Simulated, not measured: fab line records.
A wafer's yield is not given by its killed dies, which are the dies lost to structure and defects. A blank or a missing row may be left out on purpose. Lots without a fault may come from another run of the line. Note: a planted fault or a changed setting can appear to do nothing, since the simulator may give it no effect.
Check for tools in common :: flow sky130 :: Sampled: 10 lots, 30 wafers

== REASON IT WAS OPENED ==
2 of 10 lots carry a flag on the reading METAL5_ALCU_THK at SKY_METAL5_THK_MEAS_06. Wafers without a fault read 1138 nm, standard deviation 13.
Rule: flag the lot when none of its wafers has a number, or when each of its wafers that has one lies beyond 4 standard deviations from that mean. All remaining lots are regarded as sound.

lot: L255
measured: day 42 19:57
on: film_metro-04
METAL5_ALCU_THK (nm), wafer by wafer: 1136 1138 1145
flag: 

lot: L258
measured: day 43 16:29
on: film_metro-01
METAL5_ALCU_THK (nm), wafer by wafer: 1371 1366 1371
flag: FLAGGED

lot: L259
measured: day 44 02:02
on: film_metro-02
METAL5_ALCU_THK (nm), wafer by wafer: 1339 1347 1340
flag: FLAGGED

lot: L266
measured: day 45 19:37
on: film_metro-01
METAL5_ALCU_THK (nm), wafer by wafer: 1170 1135 1154
flag: 

lot: L267
measured: day 45 21:52
on: film_metro-02
METAL5_ALCU_THK (nm), wafer by wafer: 1145 1137 1146
flag: 

lot: L268
measured: day 46 02:59
on: film_metro-01
METAL5_ALCU_THK (nm), wafer by wafer: 1129 1132 1136
flag: 

lot: L269
measured: day 46 11:16
on: film_metro-01
METAL5_ALCU_THK (nm), wafer by wafer: 1132 1145 1131
flag: 

lot: L270
measured: day 46 21:33
on: film_metro-01
METAL5_ALCU_THK (nm), wafer by wafer: 1156 1155 1133
flag: 

lot: L272
measured: day 47 05:00
on: film_metro-02
METAL5_ALCU_THK (nm), wafer by wafer: 1114 1125 1127
flag: 

lot: L274
measured: day 47 21:25
on: film_metro-04
METAL5_ALCU_THK (nm), wafer by wafer: 1138 1121 1124
flag: 
On average the flagged lots' numbers are 1356 nm, which is +218 nm against the usual, or +17 standard deviations.

== LOT BY LOT: THE TOOL USED ==
The record holds 1 process step before the reading, out of a route of 708 steps. Each cell gives the tool, then ch followed by the chambers the sampled wafers passed through, then the start.
lot: L255
flag: 
SKY_METAL5_SPUTTER_04: pvd_sputter-03, day 42 19:47

lot: L258
flag: FLAGGED
SKY_METAL5_SPUTTER_04: pvd_sputter-02, day 43 16:19

lot: L259
flag: FLAGGED
SKY_METAL5_SPUTTER_04: pvd_sputter-02, day 44 01:53

lot: L266
flag: 
SKY_METAL5_SPUTTER_04: pvd_sputter-04, day 45 19:20

lot: L267
flag: 
SKY_METAL5_SPUTTER_04: pvd_sputter-03, day 45 21:40

lot: L268
flag: 
SKY_METAL5_SPUTTER_04: pvd_sputter-02, day 46 02:49

lot: L269
flag: 
SKY_METAL5_SPUTTER_04: pvd_sputter-02, day 46 11:05

lot: L270
flag: 
SKY_METAL5_SPUTTER_04: pvd_sputter-02, day 46 21:23

lot: L272
flag: 
SKY_METAL5_SPUTTER_04: pvd_sputter-02, day 47 04:50

lot: L274
flag: 
SKY_METAL5_SPUTTER_04: pvd_sputter-02, day 47 21:14
What these steps do:
- SKY_METAL5_SPUTTER_04: material TiN, target thk 70 nm, time 58.3 s.
- SKY_METAL5_THK_MEAS_06: measures by xrf.

== FLAGGED AGAINST TOTAL, ONE TOOL AT A TIME (gauges that did the reading follow at the end) ==
step: SKY_METAL5_SPUTTER_04
tool: pvd_sputter-02
lots run: 7
flagged: 2
share of the flagged lots: all
sound lots run after its first flagged lot: 5 (L268,L269,L270,L272,L274)

step: SKY_METAL5_SPUTTER_04
tool: pvd_sputter-03
lots run: 2
flagged: 0
share of the flagged lots: none
sound lots run after its first flagged lot: -

step: SKY_METAL5_SPUTTER_04
tool: pvd_sputter-04
lots run: 1
flagged: 0
share of the flagged lots: none
sound lots run after its first flagged lot: -

step: SKY_METAL5_THK_MEAS_06
tool: film_metro-01
lots run: 5
flagged: 1
share of the flagged lots: some
sound lots run after its first flagged lot: 4 (L266,L268,L269,L270)

step: SKY_METAL5_THK_MEAS_06
tool: film_metro-02
lots run: 3
flagged: 1
share of the flagged lots: some
sound lots run after its first flagged lot: 2 (L267,L272)

step: SKY_METAL5_THK_MEAS_06
tool: film_metro-04
lots run: 2
flagged: 0
share of the flagged lots: none
sound lots run after its first flagged lot: -

== WHAT THE TABLE PERMITS ==
1 row of the table ran every flagged lot: pvd_sputter-02 at SKY_METAL5_SPUTTER_04.
- pvd_sputter-02 at SKY_METAL5_SPUTTER_04: 2 of its 7 lots flagged. Lots that were sound ran on it after the first flagged one (L268, L269, L270, L272, L274); a persistent fault on the entire tool would not allow that. On the flagged lots its readings are blank where sound lots have values: cathode_dc_power_W, chamber_pressure_pa, throttle_valve_pct.
There is no row in the table that ran each flagged lot and no sound lot after the first.

== WHAT THE SIMULATOR PUT IN ==
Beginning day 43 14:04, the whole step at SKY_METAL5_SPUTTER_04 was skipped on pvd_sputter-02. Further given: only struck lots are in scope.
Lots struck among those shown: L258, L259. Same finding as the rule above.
